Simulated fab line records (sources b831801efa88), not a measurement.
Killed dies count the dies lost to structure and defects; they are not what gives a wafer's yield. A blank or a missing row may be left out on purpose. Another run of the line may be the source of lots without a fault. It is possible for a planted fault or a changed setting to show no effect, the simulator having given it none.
Matching of chambers / flow gf180mcu / GF_V2_CVD_02 on pecvd-02: 3 sister chambers
The step deposits SiO2 from TEOS, target thk 850 nm, time 94.851 s. 14 wafers are shown with their chamber, then 7 later ones without.

== EACH WAFER AND ITS CHAMBER ==
wafer=L077.1; chamber=2; heater power w (W)=610
wafer=L077.4; chamber=0; heater power w (W)=935
wafer=L077.5; chamber=2; heater power w (W)=668
wafer=L079.1; chamber=1; heater power w (W)=455
wafer=L079.3; chamber=2; heater power w (W)=656
wafer=L079.4; chamber=0; heater power w (W)=1028
wafer=L081.1; chamber=2; heater power w (W)=716
wafer=L081.2; chamber=1; heater power w (W)=462
wafer=L081.6; chamber=2; heater power w (W)=574
wafer=L085.2; chamber=1; heater power w (W)=544
wafer=L085.5; chamber=0; heater power w (W)=939
wafer=L085.6; chamber=1; heater power w (W)=555
wafer=L088.1; chamber=1; heater power w (W)=464
wafer=L088.3; chamber=2; heater power w (W)=667

SIGNATURES (means of the wafers above)
reading=heater power w; chamber 0=967.33; chamber 1=496.00; chamber 2=648.50; scatter within a chamber=50
Rule: a wafer's distance from a chamber is the root of the sum, over the readings, of the square of ((its reading less the chamber's mean) divided by the reading's scatter). The wafer belongs to the nearest chamber; if the next one is less than 2 further off, it can't be placed. The scatter is the square root of a quotient: the sum, over the shown wafers, of each reading's squared deviation from its chamber's mean, divided by wafers minus chambers.

== WAFERS WITH NO CHAMBER GIVEN ==
wafer=L088.6; heater power w (W)=959
wafer=L090.3; heater power w (W)=693
wafer=L090.4; heater power w (W)=720
wafer=L090.5; heater power w (W)=966
wafer=L093.2; heater power w (W)=881
wafer=L093.5; heater power w (W)=568
wafer=L093.6; heater power w (W)=594

== WHICH CHAMBER EACH ONE RAN IN ==
wafer=L088.6; from the rows above=0; in truth=0
wafer=L090.3; from the rows above=2; in truth=2
wafer=L090.4; from the rows above=2; in truth=2
wafer=L090.5; from the rows above=0; in truth=0
wafer=L093.2; from the rows above=0; in truth=0
wafer=L093.5; from the rows above=can't be placed: 1 or 2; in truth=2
wafer=L093.6; from the rows above=can't be placed: 2 or 1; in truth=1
Correctly placed: 5 of 7. From these rows, 2 cannot be placed; in 2 the true chamber is one of the candidates. Number placed wrongly: 0.
